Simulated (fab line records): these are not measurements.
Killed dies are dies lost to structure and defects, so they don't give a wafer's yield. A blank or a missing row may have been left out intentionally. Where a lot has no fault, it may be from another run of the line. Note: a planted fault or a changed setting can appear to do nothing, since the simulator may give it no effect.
fab line records	flow sky130
[record] lots = 12	wafers = 36	last-day = 50
route steps=708 shown FIELD_ISO@28 POLY_GATE@229 LI_CONTACT@381 LOCAL_INTERCONNECT@388 PAD_OPEN@708
lots with no fault: from the same line, run without faults
start-h: start of the lot's first displayed wafer, in hours after the record's first day	wait-h: how many hours have passed since the lot's step before this one	" the same as in the row above	L1.1+2: a single row standing in for several wafers	- no value, or no start was given	* or withheld: withheld	< > ~ a bound
route shown NAME@n: a module of which the file shows steps, and the number in the route of the first	usual: mean and standard deviation over wafers with no fault	same: alike in all rows	chamber/n: place in a boat	sites: each site's reading	_std_site: their standard deviation	_edge_site: inner sites' mean taken away from outer sites' mean	radius-mm: for every site, how far away it sits from the centre of the wafer	mask NAME#n: copy n	behind: the last tool/chamber to shape the wafer	hold: reason for holding the lot/hours on hold/outcome of the hold	device: names the non-switching transistor (n, p or np)	end of line: tests run on the same wafers once the route is complete	a step without rows: its recipe alone	killed: the dies lost at the first sort to structure and to defects; this is not the yield of the wafer	map: shows each die of a wafer: x if killed, . if not, _ if none is there
set.NAME: the setting as run; set.NAME@STEP: as run at that earlier step	model.NAME: the simulator's own value behind a step, which no gauge read
steps of the route over a sample of lots; a table a step, a row a wafer
services: from which hour (start-h, from the record's first day; less than 0 if before it) a tool's chamber was out of use, for how many hours, and why
[[steps]]
[step SKY_FIELD_ISO_CMP_27]
[recipe] stop-on = Si3N4	t-overpolish-s = 16	down-force-psi = 4	platen-rpm = 60	target-thk-nm = 457.8	pad-velocity-m-s = 0.94248
[usual] motor-current-A = 12.0/1.1	overpolish-run-s = 16.000/0.0088	time-to-endpoint-s = 112/5
lot.wafer	tool	chamber	start-h	wait-h	motor-current-A	overpolish-run-s	time-to-endpoint-s
L374.1	cmp-01	1	33.13	0.0	10.8	16.004	108
L374.3	"	0	"	"	11.0	16.018	120
L374.6	"	2	"	"	12.1	16.007	108
L375.3	cmp-01	3	38.76	0.1	13.4	15.987	108
L375.2	"	0	"	"	12.5	15.996	123
L375.6	"	2	"	"	12.1	15.992	105
L379.2	cmp-02	2	60.21	0.0	11.1	15.997	121
L379.3	"	3	"	"	11.3	16.007	113
L379.6	"	2	"	"	11.4	15.997	125
L380.2	cmp-01	2	68.16	0.0	11.8	15.993	109
L380.6	"	2	"	"	11.8	16.015	117
L380.5	"	3	"	"	14.3	16.011	116
L381.3	cmp-01	3	71.09	0.1	13.4	15.992	110
L381.2	"	1	"	"	10.6	16.000	105
L381.6	"	3	"	"	14.2	16.007	109
L388.3	cmp-01	0	108.24	0.0	11.9	15.993	121
L388.1	"	1	"	"	10.7	16.001	113
L388.6	"	0	"	"	11.4	15.995	117
L389.3	cmp-01	3	115.83	0.1	14.1	16.001	109
L389.1	"	2	"	"	12.3	15.992	107
L389.5	"	3	"	"	13.4	15.997	107
L390.3	cmp-01	2	121.70	0.1	12.2	16.014	106
L390.6	"	3	"	"	13.2	15.999	107
L390.5	"	0	"	"	12.3	16.000	114
L392.3	cmp-02	3	131.34	0.0	11.3	16.019	108
L392.2	"	0	"	"	11.9	16.009	110
L392.6	"	3	"	"	10.8	15.994	110
L394.4	cmp-02	3	141.49	0.1	11.3	15.991	111
L394.1	"	0	"	"	12.5	16.007	109
L394.5	"	2	"	"	11.1	15.995	119
L395.4	cmp-02	0	144.45	0.0	12.6	16.007	106
L395.2	"	3	"	"	11.1	16.001	108
L395.5	"	1	"	"	13.4	15.992	113
L397.1	cmp-01	0	153.76	0.1	11.7	15.994	119
L397.3	"	2	"	"	12.5	16.011	108
L397.6	"	0	"	"	11.7	15.996	116
[step SKY_POLY_GATE_ETCH_15]
[recipe] chemistry = N2/H2	target = BARC	ion-energy-ev = 200	source-w = 500	bias-w = 100	pressure-mtorr = 30	n2-flow-sccm = 100	h2-flow-sccm = 200	stop-on = SiO2	time-s = 118.5	target-depth-a = 1100
[usual] bias-w = 100.01/0.29	drypump-motor-current-A = 5.7/0.38	h2-flow-sccm = 200.1/0.56	oes-product-au = 0.716/0.0046	rf-fwd-power-W = 497.3/1.8	throttle-valve-pct = 13.213/0.0082
lot.wafer	tool	chamber	start-h	wait-h	bias-w	drypump-motor-current-A	h2-flow-sccm	oes-product-au	rf-fwd-power-W	rf-hours-counter-h	throttle-valve-pct
L374.1	rie-diel-03	2	364.00	0.0	100.04	5.7	200.4	0.714	497.7	39	13.225
L374.3	"	0	"	"	99.85	6.0	199.9	0.715	494.7	50	13.203
L374.6	"	3	"	"	100.03	5.5	199.9	0.718	500.8	-	13.217
L375.2	rie-diel-02	0	369.88	0.0	100.08	5.1	198.8	0.713	499.2	4	13.205
L375.3	"	3	"	"	100.19	5.5	199.9	0.718	496.5	88	13.213
L375.6	"	0	"	"	100.24	5.1	200.1	0.715	499.1	-	13.209
L379.2	rie-diel-01	1	410.53	0.0	99.78	5.7	199.3	0.715	498.1	28	13.215
L379.3	"	2	"	"	100.03	5.4	199.8	0.716	495.6	2	13.218
L379.6	"	2	"	"	100.50	5.4	199.5	0.722	497.4	-	13.208
L380.2	rie-diel-02	0	426.53	0.0	100.07	5.1	200.3	0.719	498.5	6	13.208
L380.5	"	2	"	"	99.66	5.7	200.3	0.714	497.7	-	13.194
L380.6	"	1	"	"	99.96	5.9	200.2	0.718	498.1	-	13.213
L381.2	rie-diel-01	1	433.05	0.0	100.10	5.7	199.9	0.717	496.3	28	13.219
L381.3	"	3	"	"	99.97	6.7	199.5	0.718	495.8	91	13.211
L381.6	"	2	"	"	100.10	5.4	201.0	0.716	496.1	-	13.226
L388.1	rie-diel-02	0	500.60	0.0	94.42	5.1	200.8	0.715	499.3	7	13.205
L388.3	"	2	"	"	95.11	5.6	199.5	0.708	497.7	86	13.216
L388.6	"	0	"	"	95.51	5.1	201.1	0.710	502.0	-	13.219
L389.1	rie-diel-03	3	512.18	0.0	99.83	5.5	199.7	0.723	495.4	14	13.207
L389.3	"	2	"	"	99.96	5.7	201.7	0.712	496.6	42	13.228
L389.5	"	2	"	"	99.90	5.7	200.2	0.718	495.7	-	13.208
L390.3	rie-diel-02	1	522.20	0.0	95.18	5.8	199.6	0.716	498.8	2	13.223
L390.5	"	2	"	"	95.27	5.7	200.2	0.718	497.7	-	13.218
L390.6	"	1	"	"	95.00	5.8	199.9	0.712	497.4	-	13.218
L392.2	rie-diel-03	0	539.48	0.0	100.34	6.1	199.1	0.728	497.4	53	13.206
L392.3	"	1	"	"	100.37	5.9	198.6	0.715	502.2	19	13.212
L392.6	"	0	"	"	99.85	6.0	198.9	0.716	497.5	-	13.212
L394.1	rie-diel-03	2	548.18	0.0	100.23	5.7	199.9	0.715	496.4	42	13.221
L394.4	"	0	"	"	100.16	6.1	200.0	0.723	499.6	53	13.205
L394.5	"	2	"	"	100.06	5.7	199.5	0.718	494.0	-	13.212
L395.2	rie-diel-03	0	557.50	0.0	99.96	6.0	200.1	0.713	498.4	53	13.200
L395.4	"	2	"	"	99.84	5.7	199.4	0.714	492.3	43	13.214
L395.5	"	0	"	"	100.14	6.1	200.5	0.715	497.7	-	13.227
L397.1	rie-diel-01	2	562.73	0.0	100.55	5.4	200.6	0.721	496.1	5	13.210
L397.3	"	0	"	"	100.09	5.8	201.2	0.724	497.7	62	13.221
L397.6	"	2	"	"	100.08	5.4	200.7	0.707	494.8	-	13.210
[step SKY_LI_CONTACT_SPUTTER_19]
[recipe] material = Ti	target-thk-nm = 20	chamber-pressure-pa = 5	power-w = 2500	substrate-temp-c = 200	time-s = 106.37
[usual] substrate-temp-c = 199.99/0.16	throttle-valve-pct = 29.8/1.2
lot.wafer	tool	chamber	start-h	wait-h	substrate-temp-c	throttle-valve-pct
L374.1	pvd-sputter-03	-	671.51	0.0	199.88	32.0
L374.3	"	-	"	"	199.80	28.6
L374.6	"	-	"	"	199.77	30.8
L375.2	pvd-sputter-03	-	678.03	0.0	200.16	29.0
L375.3	"	-	"	"	199.99	28.7
L375.6	"	-	"	"	200.08	28.5
L379.2	pvd-sputter-04	-	718.50	0.0	199.89	29.5
L379.3	"	-	"	"	199.69	30.4
L379.6	"	-	"	"	199.83	27.6
L380.2	pvd-sputter-01	-	731.15	0.0	200.03	29.6
L380.5	"	-	"	"	199.82	31.3
L380.6	"	-	"	"	200.01	31.3
L381.2	pvd-sputter-04	-	734.91	0.0	199.96	27.5
L381.3	"	-	"	"	200.00	30.3
L381.6	"	-	"	"	200.07	27.5
L388.1	pvd-sputter-03	-	793.57	0.0	199.90	28.6
L388.3	"	-	"	"	199.91	31.8
L388.6	"	-	"	"	200.02	28.4
L389.1	pvd-sputter-01	-	804.59	0.0	199.86	29.8
L389.3	"	-	"	"	200.13	31.2
L389.5	"	-	"	"	199.63	31.1
L390.3	pvd-sputter-04	-	812.78	0.0	200.15	27.7
L390.5	"	-	"	"	200.23	29.5
L390.6	"	-	"	"	200.06	27.3
L392.2	pvd-sputter-04	-	828.03	0.0	199.96	29.8
L392.3	"	-	"	"	200.06	29.8
L392.6	"	-	"	"	200.15	29.8
L394.1	pvd-sputter-01	-	837.04	0.0	199.71	29.3
L394.4	"	-	"	"	200.09	31.2
L394.5	"	-	"	"	199.88	29.8
L395.2	pvd-sputter-04	-	843.58	0.0	200.10	27.6
L395.4	"	-	"	"	199.99	29.9
L395.5	"	-	"	"	200.24	29.8
L397.1	pvd-sputter-01	-	851.95	0.0	199.87	29.8
L397.3	"	-	"	"	199.90	31.0
L397.6	"	-	"	"	200.16	29.5
[step SKY_LOCAL_INTERCONNECT_RS_MEAS_01]
[recipe] thk-meas-gauge = four-point-probe	reads = TiN_of_LOCAL_INTERCONNECT_SPUTTER_00
[usual] LOCAL_INTERCONNECT_TIN_RS = 14.17/0.18
lot.wafer	tool	chamber	start-h	wait-h	LOCAL_INTERCONNECT_TIN_RS[ohm/sq]
L374.1	film-metro-02	-	672.32	0.0	14.27
L374.3	"	-	"	"	14.16
L374.6	"	-	"	"	14.16
L375.2	film-metro-04	-	678.85	0.1	13.95
L375.3	"	-	"	"	14.06
L375.6	"	-	"	"	14.07
L379.2	film-metro-01	-	719.32	0.1	14.14
L379.3	"	-	"	"	14.44
L379.6	"	-	"	"	14.23
L380.2	film-metro-04	-	731.97	0.1	14.18
L380.5	"	-	"	"	14.24
L380.6	"	-	"	"	14.05
L381.2	film-metro-02	-	735.74	0.1	14.16
L381.3	"	-	"	"	14.17
L381.6	"	-	"	"	14.22
L388.1	film-metro-04	-	794.37	0.0	14.23
L388.3	"	-	"	"	14.34
L388.6	"	-	"	"	13.98
L389.1	film-metro-01	-	805.52	0.0	13.96
L389.3	"	-	"	"	14.33
L389.5	"	-	"	"	14.15
L390.3	film-metro-04	-	813.62	0.1	13.94
L390.5	"	-	"	"	13.86
L390.6	"	-	"	"	14.31
L392.2	film-metro-02	-	828.91	0.1	14.28
L392.3	"	-	"	"	14.36
L392.6	"	-	"	"	14.21
L394.1	film-metro-02	-	837.85	0.0	14.44
L394.4	"	-	"	"	14.51
L394.5	"	-	"	"	14.37
L395.2	film-metro-02	-	844.40	0.1	14.10
L395.4	"	-	"	"	14.00
L395.5	"	-	"	"	14.00
L397.1	film-metro-04	-	852.75	0.0	14.08
L397.3	"	-	"	"	14.05
L397.6	"	-	"	"	14.14
[step SKY_PAD_OPEN_PROBE_99]
[usual] killed_at_M0_to_M3 = 44/7.3	killed_at_M4_up = 3.1/1.6	killed-at-contacts = 24/5.4	killed-at-front-end = 15/4	killed-at-other = 0.2/0.49	killed-dies = 86/10	killed-open = 48/7.3	killed-short = 38/6.3
[same] gross-dies = 492	killed-at-back-side = 0
lot.wafer	tool	chamber	start-h	wait-h	killed_at_M0_to_M3	killed_at_M4_up	killed-at-contacts	killed-at-front-end	killed-at-other	killed-dies	killed-open	killed-short
L390.3	prober-02	-	1172.64	0.2	51	2	27	14	0	94	49	45
L390.5	prober-02	-	1172.74	0.2	43	3	24	15	0	85	44	41
L390.6	prober-02	-	1172.79	0.2	46	2	25	12	0	85	46	39
L394.1	prober-01	-	1187.58	0.1	38	1	25	13	0	77	50	27
L394.4	prober-01	-	1187.73	0.2	45	3	18	25	1	92	52	40
L394.5	prober-01	-	1187.78	0.2	45	4	34	13	0	96	57	39
// killed by level:class
L390.3 VIA1:geometric-particle:open=15 CONTACT:geometric-particle:open=11 METAL1:geometric-particle:short=9 METAL3:geometric-particle:short=8 FIELD_ISO:geometric-particle:short=6 LOCAL_INTERCONNECT:geometric-particle:short=6 VIA3:geometric-particle:open=6 FIELD_ISO:geometric-particle:open=5
L390.5 VIA1:geometric-particle:open=13 LOCAL_INTERCONNECT:geometric-particle:short=9 LI_CONTACT:geometric-particle:open=6 METAL1:geometric-particle:short=5 METAL2:geometric-particle:short=5 VIA3:geometric-particle:open=5 FIELD_ISO:geometric-particle:short=4 POLY_GATE:geometric-particle:open=4
L390.6 LI_CONTACT:geometric-particle:open=11 VIA1:geometric-particle:open=9 METAL1:geometric-particle:short=6 CONTACT:geometric-particle:open=5 VIA2:geometric-particle:open=5 VIA3:geometric-particle:open=5 LOCAL_INTERCONNECT:geometric-particle:short=4 VIA1:geometric-particle:short=4
L394.1 CONTACT:geometric-particle:open=14 VIA1:geometric-particle:open=13 VIA3:geometric-particle:open=6 LI_CONTACT:geometric-particle:open=5 FIELD_ISO:geometric-particle:open=4 METAL1:geometric-particle:short=4 VIA1:geometric-particle:short=4 VIA2:geometric-particle:open=4
L394.4 VIA1:geometric-particle:open=14 CONTACT:geometric-particle:open=9 VIA2:geometric-particle:open=7 POLY_GATE:geometric-particle:short=6 METAL1:geometric-particle:short=6 VIA1:geometric-particle:short=6 FIELD_ISO:geometric-particle:short=5 LI_CONTACT:geometric-particle:open=4
L394.5 CONTACT:geometric-particle:open=13 VIA1:geometric-particle:open=12 VIA2:geometric-particle:open=8 LI_CONTACT:geometric-particle:open=7 LOCAL_INTERCONNECT:geometric-particle:short=7 VIA3:geometric-particle:open=6 POLY_GATE:geometric-particle:short=6 METAL1:geometric-particle:short=4
[[services]]
tool	chamber	start-h	hours	kind
pvd-sputter-04	-	24.62	5.1	repair
rie-diel-03	0	37.94	6.8	repair
rie-diel-03	1	58.33	1.3	repair
cmp-01	-	89.37	4.7	pm
cmp-01	-	103.23	1.5	repair
rie-diel-03	0	125.66	1.2	repair
cmp-01	-	143.85	0.7	repair
rie-diel-03	2	156.36	8.1	repair
cmp-01	-	166.75	1.0	repair
rie-diel-03	1	194.29	2.9	repair
pvd-sputter-04	-	194.58	0.5	repair
cmp-01	-	216.88	0.4	repair
rie-diel-03	-	220.71	2.8	pm
cmp-01	-	232.00	4.0	pm
cmp-01	-	279.10	19.3	pm
cmp-01	-	321.63	9.4	repair
cmp-01	-	361.53	6.3	pm
cmp-01	-	458.37	5.5	pm
cmp-01	-	572.00	4.0	pm
cmp-01	-	680.24	2.4	repair
cmp-01	-	691.06	0.4	repair
cmp-01	-	818.35	1.9	repair
cmp-01	-	827.37	4.3	pm
cmp-01	-	835.05	2.0	repair
[[key]]
[first-sign] step = SKY_POLY_GATE_ETCH_15	reading = bias-w	direction = down	sigmas = 17	usual = 100.01	struck = 95.08
effect none on later readings
met-at SKY_POLY_GATE_ETCH_15
struck-lots L388,L390
tester-left-out L388,L390
not-acting-at SKY_FIELD_ISO_CMP_27,SKY_LI_CONTACT_SPUTTER_19,SKY_LOCAL_INTERCONNECT_RS_MEAS_01
onset-between 426.53 500.60
[fault] kind = process-parameter-drift	tool = rie-diel-02	chamber = -	onset-h = 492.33	steps = SKY_POLY_GATE_ETCH_15	channel = bias-w	offset = -4.9662	shape = step	end-h = 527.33	acts-in = these-recipes-only	stated = 100
// tester-left-out: of these lots the tester's yield and bins aren't shown, on N5 and GAA mostly nor the transistor test; their killed dies are dies lost to structure and defects alone, not to doping, threshold or leakage, so they don't give the yield
